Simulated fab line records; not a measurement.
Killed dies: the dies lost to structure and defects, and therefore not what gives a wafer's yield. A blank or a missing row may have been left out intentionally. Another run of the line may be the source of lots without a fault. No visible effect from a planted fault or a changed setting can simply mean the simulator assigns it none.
The same fault as seen by 2 desks -- flow gf180mcu -- what lay behind the numbers comes last; until then each desk has only its own

== FOR THE TOOL OWNER'S DESK: rieSi-01 ==
The tool's own readings at GF_POLY_GATE_ETCH_13 (etches poly-Si in HBr/Cl2, stops on SiO2, target depth 198.5 nm, time 69.6 s): means of the sampled wafers that have a number, for each lot that ran on this tool. Any lot whose mean is over 4 standard deviations away from the usual mean is out of limits and marked OUT; that distance is given in the brackets.
Columns: A = biasW at GF_POLY_GATE_ETCH_13, usual 100.1 W; B = drypumpMotorCurrentA at GF_POLY_GATE_ETCH_13, usual 5.8 A; C = oesProductAu at GF_POLY_GATE_ETCH_13, usual 0.985 a.u.; D = throttleValvePct at GF_POLY_GATE_ETCH_13, usual 33.684 %
lot,first seen here,A,B,C,D
L309,day 9 15:31,99.9,5.6,0.988,33.690
L311,day 10 03:15,99.8,5.5,0.988,33.681
L315,day 11 08:30,100.0,5.5,0.984,33.678
L316,day 11 12:30,100.3,5.4,0.988,33.681
L317,day 11 19:00,100.3,5.6,0.985,33.678
L319,day 12 09:19,99.6,5.8,0.988,33.682
L329,day 15 14:09,99.9,5.5,0.984,33.679
This desk's finding: nothing out of limits on any of the 7 lots.

== AT THE METROLOGY DESK ==
What the gauges read for every lot (on any tool): the sampled wafers with a number, averaged. Any lot whose mean is over 4 standard deviations away from the usual mean is out of limits and marked OUT; that distance is given in the brackets.
Columns: A = cdNm at GF_POLY_GATE_CD_MEAS_18, usual 280.3 nm; B = cdNm at GF_HV_LDD_CD_MEAS_07, usual 400.1 nm
lot,first seen here,A,B
L308,day 9 11:43,279.0,397.3
L309,day 9 17:05,280.3,403.6
L310,day 10 03:26,280.6,394.5
L311,day 10 04:50,282.6,402.8
L315,day 11 11:23,279.7,402.3
L316,day 11 15:29,279.6,400.5
L317,day 11 20:31,281.5,402.1
L319,day 12 10:50,277.9,396.5
L320,day 12 20:37,280.2,398.3
L325,day 14 06:35,282.7,399.2
L329,day 15 16:20,279.4,402.7
L330,day 15 18:10,280.1,402.2
L331,day 15 22:47,276.5,401.1
This desk's finding: nothing out of limits on any of the 13 lots.

== TAKEN TOGETHER ==
Nothing out of limits was seen by the tool owner's desk.
Nothing out of limits was seen by the metrology desk.

== WHAT HAD BEEN PUT IN BY THE SIMULATOR ==
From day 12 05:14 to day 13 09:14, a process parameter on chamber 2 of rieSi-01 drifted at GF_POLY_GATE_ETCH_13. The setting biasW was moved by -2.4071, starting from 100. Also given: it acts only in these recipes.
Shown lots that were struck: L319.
